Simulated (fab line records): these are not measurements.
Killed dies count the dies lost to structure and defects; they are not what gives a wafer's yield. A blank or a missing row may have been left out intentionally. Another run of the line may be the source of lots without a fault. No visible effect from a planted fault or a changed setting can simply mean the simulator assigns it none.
fab line records -- flow sky130
record: lots: 14, wafers: 40, last_day: 50
route steps=708 shown METAL1@438 VIA1@460 VIA2@509 METAL3@532
lots with no fault: from the same line, run without faults
start_h: the number of hours between the record's first day and the start of the first shown wafer of the lot -- wait_h: how many hours have passed since the lot's step before this one -- " the same as in the row above -- L1.1+2: a row that stands for several wafers -- - no value, or no start was given -- * or withheld: withheld -- < > ~ a bound
route shown NAME@n: names a module that has steps shown in the file, with the first one's number in the route -- usual: the fault-free wafers' mean and standard deviation -- same: alike in all rows -- chamber/n: place in a boat -- sites: each site's reading -- _std_site: standard deviation of those values -- _edge_site: inner sites' mean taken away from outer sites' mean -- radius_mm: how far each site lies from the wafer's centre -- mask NAME#n: copy n -- behind: tool/chamber where the wafer was last shaped -- hold: what put the lot on hold/how long, in hours/how the hold closed -- device: which transistor (n, p or np) failed to switch -- end of line: the route-end tests of the same wafers -- a step with no rows: only its recipe -- killed: count of dies lost to structure and defects at first sort (not the wafer's yield) -- map: a wafer's dies, marking killed ones x, the rest . and places with no die _
set.NAME: the run value of the setting; set.NAME@STEP: its run value at that earlier step -- model.NAME: the simulator's own value behind a step, which no gauge read
one table for each step of the route and one row for each wafer, over a sample of lots
services: from which hour (start_h, from the record's first day; less than 0 if before it) a tool's chamber was out of use, for how many hours, and why
== steps ==
step: SKY_METAL1_SPUTTER_04
recipe: material: TiN, target_thk_nm: 70, power_w: 6500, time_s: 58.3, chamber_pressure_pa: 0.4
usual: throttle_valve_pct: 30.1/0.52
lot.wafer,tool,chamber,start_h,wait_h,throttle_valve_pct
L301.1,pvd_sputter-01,-,729.64,0.0,29.9
L301.5,pvd_sputter-01,-,729.64,0.0,30.1
L301.6,pvd_sputter-01,-,729.64,0.0,30.5
L303.1,pvd_sputter-02,-,744.56,0.0,30.2
L303.4,pvd_sputter-02,-,744.56,0.0,29.8
L303.6,pvd_sputter-02,-,744.56,0.0,30.1
L304.2,pvd_sputter-01,-,760.91,0.0,30.0
L304.5,pvd_sputter-01,-,760.91,0.0,30.2
L304.6,pvd_sputter-01,-,760.91,0.0,30.2
L305.1,pvd_sputter-02,-,765.41,0.0,29.9
L305.2,pvd_sputter-02,-,765.41,0.0,29.9
L305.6,pvd_sputter-02,-,765.41,0.0,29.6
L306.1,pvd_sputter-03,-,771.17,0.0,31.1
L306.5,pvd_sputter-03,-,771.17,0.0,30.7
L306.6,pvd_sputter-03,-,771.17,0.0,30.9
L309.1,pvd_sputter-03,-,798.12,0.0,30.5
L309.5,pvd_sputter-03,-,798.12,0.0,30.9
L310.5,pvd_sputter-03,-,801.89,0.0,29.9
L310.6,pvd_sputter-03,-,801.89,0.0,30.9
L317.3,pvd_sputter-02,-,856.36,0.0,30.3
L317.4,pvd_sputter-02,-,856.36,0.0,29.6
L317.6,pvd_sputter-02,-,856.36,0.0,30.0
L318.4,pvd_sputter-01,-,866.05,0.0,29.5
L318.5,pvd_sputter-01,-,866.05,0.0,30.0
L318.6,pvd_sputter-01,-,866.05,0.0,29.1
L320.2,pvd_sputter-03,-,882.48,0.0,30.2
L320.3,pvd_sputter-03,-,882.48,0.0,30.7
L320.6,pvd_sputter-03,-,882.48,0.0,30.5
L321.2,pvd_sputter-01,-,889.99,0.0,29.3
L321.3,pvd_sputter-01,-,889.99,0.0,30.5
L321.5,pvd_sputter-01,-,889.99,0.0,29.5
L322.1,pvd_sputter-01,-,897.09,0.0,29.4
L322.3,pvd_sputter-01,-,897.09,0.0,29.9
L322.5,pvd_sputter-01,-,897.09,0.0,30.4
L323.2,pvd_sputter-01,-,906.92,0.0,30.0
L323.3,pvd_sputter-01,-,906.92,0.0,30.4
L323.5,pvd_sputter-01,-,906.92,0.0,30.1
L324.2,pvd_sputter-01,-,910.89,0.0,30.6
L324.4,pvd_sputter-01,-,910.89,0.0,30.1
L324.5,pvd_sputter-01,-,910.89,0.0,29.9
step: SKY_METAL1_ETCH_18
recipe: chemistry: N2/H2, target: BARC, ion_energy_ev: 200, bias_w: 100, pressure_mtorr: 30, n2_flow_sccm: 100, h2_flow_sccm: 200, icp_w: 500, stop_on: SiO2, time_s: 45.9, target_depth_a: 600
usual: drypump_motor_current_A: 5.8/0.48, oes_product_au: 0.855/0.005, throttle_valve_pct: 13.224/0.0094
lot.wafer,tool,chamber,start_h,wait_h,drypump_motor_current_A,oes_product_au,rf_hours_counter_h,throttle_valve_pct
L301.1,rie_metal-04,0,757.48,0.0,6.1,0.863,2,13.218
L301.5,rie_metal-04,1,757.48,0.0,5.2,0.858,-,13.231
L301.6,rie_metal-04,0,757.48,0.0,6.1,0.847,-,13.215
L303.1,rie_metal-01,1,771.61,0.1,5.5,0.851,3,13.222
L303.4,rie_metal-01,1,771.61,0.1,5.5,0.854,-,13.223
L303.6,rie_metal-01,1,771.61,0.1,5.5,0.848,-,13.211
L304.2,rie_metal-01,1,786.74,0.1,5.5,0.856,-,13.234
L304.5,rie_metal-01,1,786.74,0.1,5.5,0.853,-,13.207
L304.6,rie_metal-01,1,786.74,0.1,5.5,0.852,-,13.216
L305.1,rie_metal-04,0,791.88,0.0,6.1,0.854,3,13.219
L305.2,rie_metal-04,1,791.88,0.0,5.2,0.848,11,13.221
L305.6,rie_metal-04,1,791.88,0.0,5.2,0.847,-,13.212
L306.1,rie_metal-04,1,797.48,0.0,5.2,0.860,11,13.221
L306.5,rie_metal-04,1,797.48,0.0,5.2,0.855,-,13.227
L306.6,rie_metal-04,0,797.48,0.0,6.0,0.858,-,13.207
L309.1,rie_metal-02,0,825.03,0.0,5.3,0.856,8,13.246
L309.5,rie_metal-02,1,825.03,0.0,6.5,0.857,-,13.233
L310.5,rie_metal-04,0,828.82,0.1,6.1,0.855,-,13.232
L310.6,rie_metal-04,0,828.82,0.1,6.1,0.844,-,13.215
L317.3,rie_metal-04,1,881.80,0.0,5.2,0.860,-,13.203
L317.4,rie_metal-04,0,881.80,0.0,6.1,0.853,-,13.235
L317.6,rie_metal-04,0,881.80,0.0,6.1,0.861,-,13.216
L318.4,rie_metal-02,1,892.11,0.0,6.5,0.856,-,13.221
L318.5,rie_metal-02,0,892.11,0.0,5.4,0.857,-,13.221
L318.6,rie_metal-02,1,892.11,0.0,6.5,0.857,-,13.235
L320.2,rie_metal-02,0,908.19,0.0,5.3,0.853,12,13.218
L320.3,rie_metal-02,0,908.19,0.0,5.3,0.848,-,13.239
L320.6,rie_metal-02,0,908.19,0.0,5.3,0.860,-,13.233
L321.2,rie_metal-02,1,915.09,0.0,6.4,0.861,10,13.219
L321.3,rie_metal-02,1,915.09,0.0,6.4,0.860,-,13.230
L321.5,rie_metal-02,1,915.09,0.0,6.4,0.859,-,13.220
L322.1,rie_metal-02,1,922.59,0.0,6.5,0.850,10,13.235
L322.3,rie_metal-02,1,922.59,0.0,6.5,0.853,-,13.234
L322.5,rie_metal-02,1,922.59,0.0,6.5,0.852,-,13.219
L323.2,rie_metal-01,0,932.08,0.0,5.7,0.857,6,13.220
L323.3,rie_metal-01,0,932.08,0.0,5.6,0.855,-,13.212
L323.5,rie_metal-01,1,932.08,0.0,5.5,0.853,-,13.219
L324.2,rie_metal-04,0,935.49,0.1,6.1,0.850,-,13.224
L324.4,rie_metal-04,0,935.49,0.1,6.1,0.851,-,13.234
L324.5,rie_metal-04,0,935.49,0.1,6.1,0.851,-,13.222
step: SKY_VIA1_CMP_02
recipe: material: SiO2, down_force_psi: 4, platen_rpm: 60, pad_velocity_m_s: 0.94248
usual: motor_current_A: 11.9/1.4
lot.wafer,tool,chamber,start_h,wait_h,motor_current_A
L301.1,cmp-02,0,758.55,0.2,14.3
L301.5,cmp-02,1,758.55,0.2,10.8
L301.6,cmp-02,2,758.55,0.2,11.7
L303.1,cmp-02,3,772.74,0.1,12.4
L303.4,cmp-02,1,772.74,0.1,11.4
L303.6,cmp-02,3,772.74,0.1,12.3
L304.2,cmp-01,1,787.88,0.0,13.1
L304.5,cmp-01,1,787.88,0.0,12.9
L304.6,cmp-01,2,787.88,0.0,11.4
L305.2,cmp-02,2,792.80,0.0,11.3
L305.1,cmp-02,3,792.80,0.0,12.4
L305.6,cmp-02,2,792.80,0.0,11.4
L306.1,cmp-02,0,798.48,0.1,14.3
L306.5,cmp-02,3,798.48,0.1,12.2
L306.6,cmp-02,0,798.48,0.1,14.2
L309.1,cmp-02,2,825.99,0.1,12.0
L309.5,cmp-02,2,825.99,0.1,11.9
L310.5,cmp-01,3,830.01,0.2,10.8
L310.6,cmp-01,0,830.01,0.2,9.3
L317.3,cmp-02,1,882.69,0.0,11.9
L317.4,cmp-02,0,882.69,0.0,14.4
L317.6,cmp-02,2,882.69,0.0,11.5
L318.4,cmp-02,0,893.18,0.2,14.7
L318.6,cmp-02,1,893.18,0.2,10.9
L318.5,cmp-02,2,893.18,0.2,11.5
L320.3,cmp-01,1,909.10,0.0,13.7
L320.2,cmp-01,0,909.10,0.0,8.8
L320.6,cmp-01,1,909.10,0.0,13.4
L321.3,cmp-02,1,916.00,0.0,11.3
L321.2,cmp-02,3,916.00,0.0,11.4
L321.5,cmp-02,2,916.00,0.0,11.3
L322.3,cmp-02,3,924.51,1.0,12.8
L322.1,cmp-02,0,924.51,1.0,14.5
L322.5,cmp-02,2,924.51,1.0,11.5
L323.2,cmp-02,3,933.05,0.1,12.0
L323.3,cmp-02,1,933.05,0.1,11.2
L323.5,cmp-02,2,933.05,0.1,11.3
L324.2,cmp-02,0,936.59,0.1,13.8
L324.4,cmp-02,2,936.59,0.1,11.5
L324.5,cmp-02,3,936.59,0.1,11.6
step: SKY_VIA2_CMP_02
recipe: material: SiO2, down_force_psi: 4, platen_rpm: 60, pad_velocity_m_s: 0.94248
usual: motor_current_A: 11.9/1.5
lot.wafer,tool,chamber,start_h,wait_h,motor_current_A
L301.1,cmp-02,1,813.88,0.1,12.0
L301.5,cmp-02,1,813.88,0.1,10.8
L301.6,cmp-02,2,813.88,0.1,11.3
L303.1,cmp-02,0,827.90,0.1,14.7
L303.4,cmp-02,3,827.90,0.1,12.2
L303.6,cmp-02,0,827.90,0.1,15.4
L304.2,cmp-01,2,843.68,0.1,10.8
L304.5,cmp-01,0,843.68,0.1,9.4
L304.6,cmp-01,1,843.68,0.1,12.3
L305.2,cmp-01,3,848.63,0.1,10.3
L305.1,cmp-01,0,848.63,0.1,9.0
L305.6,cmp-01,2,848.63,0.1,11.3
L306.1,cmp-01,2,855.03,0.1,11.5
L306.5,cmp-01,2,855.03,0.1,11.2
L306.6,cmp-01,3,855.03,0.1,10.9
L309.1,cmp-01,3,880.57,0.1,11.2
L309.5,cmp-01,1,880.57,0.1,12.5
L310.6,cmp-01,0,884.81,0.2,9.0
L310.5,cmp-01,1,884.81,0.2,12.8
L317.4,cmp-02,1,936.17,0.0,11.3
L317.3,cmp-02,3,936.17,0.0,12.8
L317.6,cmp-02,1,936.17,0.0,11.3
L318.4,cmp-02,3,945.91,0.2,11.7
L318.5,cmp-02,0,945.91,0.2,14.4
L318.6,cmp-02,1,945.91,0.2,11.8
L320.2,cmp-02,3,962.04,0.3,12.2
L320.3,cmp-02,0,962.04,0.3,14.6
L320.6,cmp-02,2,962.04,0.3,11.2
L321.3,cmp-02,3,968.47,0.0,12.2
L321.2,cmp-02,1,968.47,0.0,11.4
L321.5,cmp-02,3,968.47,0.0,12.5
L322.1,cmp-01,2,975.07,0.1,10.8
L322.3,cmp-01,3,975.07,0.1,10.4
L322.5,cmp-01,0,975.07,0.1,9.3
L323.3,cmp-02,3,983.99,0.0,11.8
L323.2,cmp-02,0,983.99,0.0,14.5
L323.5,cmp-02,0,983.99,0.0,14.6
L324.2,cmp-01,0,987.95,0.1,8.9
L324.4,cmp-01,1,987.95,0.1,13.7
L324.5,cmp-01,2,987.95,0.1,10.8
step: SKY_VIA2_ETCH_15
recipe: target: SiO2, chemistry: C4F8/O2/Ar, target_depth_nm: 546, stop_on: TiN, mask_material: KrF-thick, source_w: 1500, bias_w: 1200, pressure_mtorr: 40, c4f8_flow_sccm: withheld, O2_flow_sccm: 6, Ar_flow_sccm: 300, time_s: 84
usual: oes_product_au: 0.939/0.0046
lot.wafer,tool,chamber,start_h,wait_h,oes_product_au,rf_hours_counter_h
L301.1,rie_diel-01,3,840.45,0.0,0.934,3
L301.5,rie_diel-01,1,840.45,0.0,0.947,-
L301.6,rie_diel-01,0,840.45,0.0,0.933,-
L303.1,rie_diel-01,1,854.95,0.0,0.948,2
L303.4,rie_diel-01,0,854.95,0.0,0.938,-
L303.6,rie_diel-01,2,854.95,0.0,0.936,-
L304.2,rie_diel-01,0,868.46,0.0,0.936,5
L304.5,rie_diel-01,2,868.46,0.0,0.935,-
L304.6,rie_diel-01,0,868.46,0.0,0.941,-
L305.1,rie_diel-01,0,874.74,0.0,0.940,5
L305.2,rie_diel-01,1,874.74,0.0,0.932,3
L305.6,rie_diel-01,2,874.74,0.0,0.939,-
L306.1,rie_diel-02,3,881.41,0.0,0.935,3
L306.5,rie_diel-02,0,881.41,0.0,0.942,-
L306.6,rie_diel-02,1,881.41,0.0,0.946,-
L309.1,rie_diel-01,1,906.64,0.0,0.936,3
L309.5,rie_diel-01,1,906.64,0.0,1.000,-
L310.5,rie_diel-01,1,910.84,0.0,1.002,-
L310.6,rie_diel-01,2,910.84,0.0,1.003,-
L317.3,rie_diel-01,2,961.64,0.0,0.942,10
L317.4,rie_diel-01,2,961.64,0.0,0.934,-
L317.6,rie_diel-01,0,961.64,0.0,0.944,-
L318.4,rie_diel-01,1,970.86,0.0,0.933,5
L318.5,rie_diel-01,0,970.86,0.0,0.942,-
L318.6,rie_diel-01,3,970.86,0.0,0.936,-
L320.2,rie_diel-01,2,986.09,0.0,0.942,11
L320.3,rie_diel-01,1,986.09,0.0,0.940,5
L320.6,rie_diel-01,3,986.09,0.0,0.943,-
L321.2,rie_diel-01,2,992.96,0.0,0.945,11
L321.3,rie_diel-01,0,992.96,0.0,0.947,9
L321.5,rie_diel-01,0,992.96,0.0,0.930,-
L322.1,rie_diel-01,1,998.81,0.0,0.939,6
L322.3,rie_diel-01,3,998.81,0.0,0.944,7
L322.5,rie_diel-01,3,998.81,0.0,0.939,-
L323.2,rie_diel-04,1,1007.94,0.0,0.931,11
L323.3,rie_diel-04,3,1007.94,0.0,0.936,23
L323.5,rie_diel-04,0,1007.94,0.0,0.947,-
L324.2,rie_diel-01,2,1011.64,0.0,0.939,11
L324.4,rie_diel-01,0,1011.64,0.0,0.945,9
L324.5,rie_diel-01,1,1011.64,0.0,0.943,-
step: SKY_METAL3_SPUTTER_00
recipe: material: Ti, target_thk_nm: 15, power_w: 3000, time_s: 10, chamber_pressure_pa: 0.4
usual: throttle_valve_pct: 30.1/0.52
lot.wafer,tool,chamber,start_h,wait_h,throttle_valve_pct
L301.1,pvd_sputter-01,-,841.77,0.1,29.8
L301.5,pvd_sputter-01,-,841.77,0.1,29.1
L301.6,pvd_sputter-01,-,841.77,0.1,30.1
L303.1,pvd_sputter-03,-,856.27,0.1,30.9
L303.4,pvd_sputter-03,-,856.27,0.1,30.9
L303.6,pvd_sputter-03,-,856.27,0.1,30.3
L304.2,pvd_sputter-02,-,869.79,0.1,29.5
L304.5,pvd_sputter-02,-,869.79,0.1,30.0
L304.6,pvd_sputter-02,-,869.79,0.1,29.7
L305.1,pvd_sputter-03,-,876.06,0.2,30.6
L305.2,pvd_sputter-03,-,876.06,0.2,30.1
L305.6,pvd_sputter-03,-,876.06,0.2,31.0
L306.1,pvd_sputter-01,-,882.77,0.1,30.6
L306.5,pvd_sputter-01,-,882.77,0.1,29.4
L306.6,pvd_sputter-01,-,882.77,0.1,30.4
L309.1,pvd_sputter-02,-,907.97,0.1,30.4
L317.3,pvd_sputter-03,-,963.14,0.1,30.9
L317.4,pvd_sputter-03,-,963.14,0.1,30.8
L317.6,pvd_sputter-03,-,963.14,0.1,30.4
L318.4,pvd_sputter-01,-,972.19,0.2,30.3
L318.5,pvd_sputter-01,-,972.19,0.2,29.2
L318.6,pvd_sputter-01,-,972.19,0.2,30.3
L320.2,pvd_sputter-01,-,987.47,0.2,30.5
L320.3,pvd_sputter-01,-,987.47,0.2,30.0
L320.6,pvd_sputter-01,-,987.47,0.2,29.3
L321.2,pvd_sputter-01,-,994.30,0.1,29.3
L321.3,pvd_sputter-01,-,994.30,0.1,30.0
L321.5,pvd_sputter-01,-,994.30,0.1,30.2
L322.1,pvd_sputter-03,-,1000.18,0.2,30.7
L322.3,pvd_sputter-03,-,1000.18,0.2,30.0
L322.5,pvd_sputter-03,-,1000.18,0.2,30.3
L323.2,pvd_sputter-02,-,1009.76,0.2,29.7
L323.3,pvd_sputter-02,-,1009.76,0.2,30.0
L323.5,pvd_sputter-02,-,1009.76,0.2,30.2
L324.2,pvd_sputter-01,-,1012.97,0.2,29.3
L324.4,pvd_sputter-01,-,1012.97,0.2,30.7
L324.5,pvd_sputter-01,-,1012.97,0.2,30.1
step: SKY_METAL3_SPUTTER_01
recipe: material: TiN, target_thk_nm: 20, power_w: 6500, time_s: 16.7, chamber_pressure_pa: 0.4
usual: throttle_valve_pct: 30.2/0.52
lot.wafer,tool,chamber,start_h,wait_h,throttle_valve_pct
L301.1,pvd_sputter-01,-,841.79,0.0,29.9
L301.5,pvd_sputter-01,-,841.79,0.0,29.3
L301.6,pvd_sputter-01,-,841.79,0.0,30.1
L303.1,pvd_sputter-03,-,856.29,0.0,30.9
L303.4,pvd_sputter-03,-,856.29,0.0,30.9
L303.6,pvd_sputter-03,-,856.29,0.0,30.2
L304.2,pvd_sputter-02,-,869.81,0.0,29.9
L304.5,pvd_sputter-02,-,869.81,0.0,30.1
L304.6,pvd_sputter-02,-,869.81,0.0,30.1
L305.1,pvd_sputter-03,-,876.09,0.0,30.8
L305.2,pvd_sputter-03,-,876.09,0.0,30.2
L305.6,pvd_sputter-03,-,876.09,0.0,30.9
L306.1,pvd_sputter-01,-,882.79,0.0,30.6
L306.5,pvd_sputter-01,-,882.79,0.0,29.1
L306.6,pvd_sputter-01,-,882.79,0.0,30.5
L309.1,pvd_sputter-02,-,907.99,0.0,30.2
L317.3,pvd_sputter-03,-,963.16,0.0,30.7
L317.4,pvd_sputter-03,-,963.16,0.0,30.8
L317.6,pvd_sputter-03,-,963.16,0.0,30.6
L318.4,pvd_sputter-01,-,972.21,0.0,30.6
L318.5,pvd_sputter-01,-,972.21,0.0,29.2
L318.6,pvd_sputter-01,-,972.21,0.0,30.1
L320.2,pvd_sputter-01,-,987.49,0.0,30.5
L320.3,pvd_sputter-01,-,987.49,0.0,30.3
L320.6,pvd_sputter-01,-,987.49,0.0,29.2
L321.2,pvd_sputter-01,-,994.32,0.0,29.5
L321.3,pvd_sputter-01,-,994.32,0.0,30.3
L321.5,pvd_sputter-01,-,994.32,0.0,30.0
L322.1,pvd_sputter-03,-,1000.20,0.0,31.0
L322.3,pvd_sputter-03,-,1000.20,0.0,30.3
L322.5,pvd_sputter-03,-,1000.20,0.0,30.1
L323.2,pvd_sputter-02,-,1009.78,0.0,29.7
L323.3,pvd_sputter-02,-,1009.78,0.0,29.9
L323.5,pvd_sputter-02,-,1009.78,0.0,30.1
L324.2,pvd_sputter-01,-,1012.99,0.0,28.9
L324.4,pvd_sputter-01,-,1012.99,0.0,30.5
L324.5,pvd_sputter-01,-,1012.99,0.0,30.1
== services ==
tool,chamber,start_h,hours,kind
rie_diel-01,-,725.29,28.1,pm
cmp-02,-,735.89,0.9,repair
cmp-01,-,742.12,5.6,pm
rie_diel-01,-,753.39,14.6,pm
cmp-02,-,754.13,4.0,pm
cmp-02,-,766.34,6.1,repair
rie_diel-01,2,772.59,9.4,repair
rie_diel-01,-,773.07,4.3,pm
cmp-02,-,775.04,4.1,repair
cmp-02,-,779.14,6.8,pm
cmp-01,-,795.19,0.7,repair
cmp-01,-,795.73,1.3,repair
pvd_sputter-01,-,802.57,3.0,repair
pvd_sputter-01,-,829.93,3.7,repair
rie_diel-01,3,852.59,22.6,repair
rie_diel-01,1,882.89,10.8,repair
pvd_sputter-03,-,885.50,1.1,repair
cmp-02,-,900.61,0.4,repair
cmp-02,-,905.78,0.4,repair
cmp-01,-,911.84,3.5,repair
cmp-01,-,915.38,4.0,pm
cmp-01,-,923.43,2.0,repair
cmp-02,-,942.89,0.4,repair
rie_diel-01,1,956.09,9.2,repair
== key ==
first_sign: step: SKY_VIA2_ETCH_15, reading: oes_product_au, direction: up, sigmas: 14, usual: 0.939, struck: 1.002
effect: step: SKY_METAL3_SPUTTER_00, reading: visit, direction: missing
effect: step: SKY_METAL3_SPUTTER_01, reading: visit, direction: missing
met_at SKY_VIA2_CMP_02
struck_lots L309,L310
struck_wafers L309.5,L310.5,L310.6
later_rows_left_out L309.5,L310.5,L310.6
sort_left_out L309.5,L310.5,L310.6
not_acting_at SKY_METAL1_SPUTTER_04,SKY_METAL1_ETCH_18,SKY_VIA1_CMP_02
onset_between 855.03 880.57
fault: kind: process_parameter_drift, tool: cmp-01, chamber: -, onset_h: 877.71, steps: SKY_VIA2_CMP_02, channel: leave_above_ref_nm, offset: 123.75, shape: step, end_h: 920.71, scope: struck_wafers_only, acts_in: these_recipes_only, stated: 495
sort_left_out: the simulated sort isn't trusted on such a fault, so these wafers' sort isn't shown, and their yield isn't known
later_rows_left_out: the simulator's readings of these wafers behind a module that went badly wrong aren't trusted and aren't shown, but for the sort
